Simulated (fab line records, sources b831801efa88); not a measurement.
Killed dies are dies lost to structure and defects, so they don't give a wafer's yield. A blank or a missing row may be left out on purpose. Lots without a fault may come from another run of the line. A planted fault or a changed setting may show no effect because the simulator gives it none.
Which tool did it? | flow sky130 | 6 lots, 18 wafers sampled, at 1 step of a route of 708

WHAT THE GAUGES READ, wafer by wafer
SKY_VIA3_BOW_MEAS_03.
lot  | measured     | on            | VIA3_BOW (um)
L400 | day 40 00:32 | film_metro-01 | 72 84 75
L404 | day 41 11:11 | film_metro-01 | 79 78 81
L410 | day 42 09:47 | film_metro-03 | 76 70 81
L412 | day 42 19:37 | film_metro-01 | 72 82 83
L416 | day 44 03:20 | film_metro-04 | 92 76 94
L419 | day 44 16:36 | film_metro-04 | 83 85 79

WHICH TOOL RAN EACH LOT (tool, then ch and the chambers of the sampled wafers, then the start)
The record holds no process step before these readings.

THE ANSWER, worked out from the rows above alone
Rule: what is usual is taken from the lots themselves. Put in order of their means at a reading, lots are off if they are a third of the lots or fewer, leave a main group of 4 or more, and stand apart from it by a gap of 3 or more times the standard deviation of the main group's means; of several such gaps the widest counts. A main group whose means are all the same, to the digits that the tables above print for the reading, isn't used. A lot without any number at a reading at which 4 lots or more have one is off too. The other lots that the step has rows for count as sound.
No lot is off at any reading shown: from this, nothing can be told.

WHAT THE SIMULATOR HAD PUT IN
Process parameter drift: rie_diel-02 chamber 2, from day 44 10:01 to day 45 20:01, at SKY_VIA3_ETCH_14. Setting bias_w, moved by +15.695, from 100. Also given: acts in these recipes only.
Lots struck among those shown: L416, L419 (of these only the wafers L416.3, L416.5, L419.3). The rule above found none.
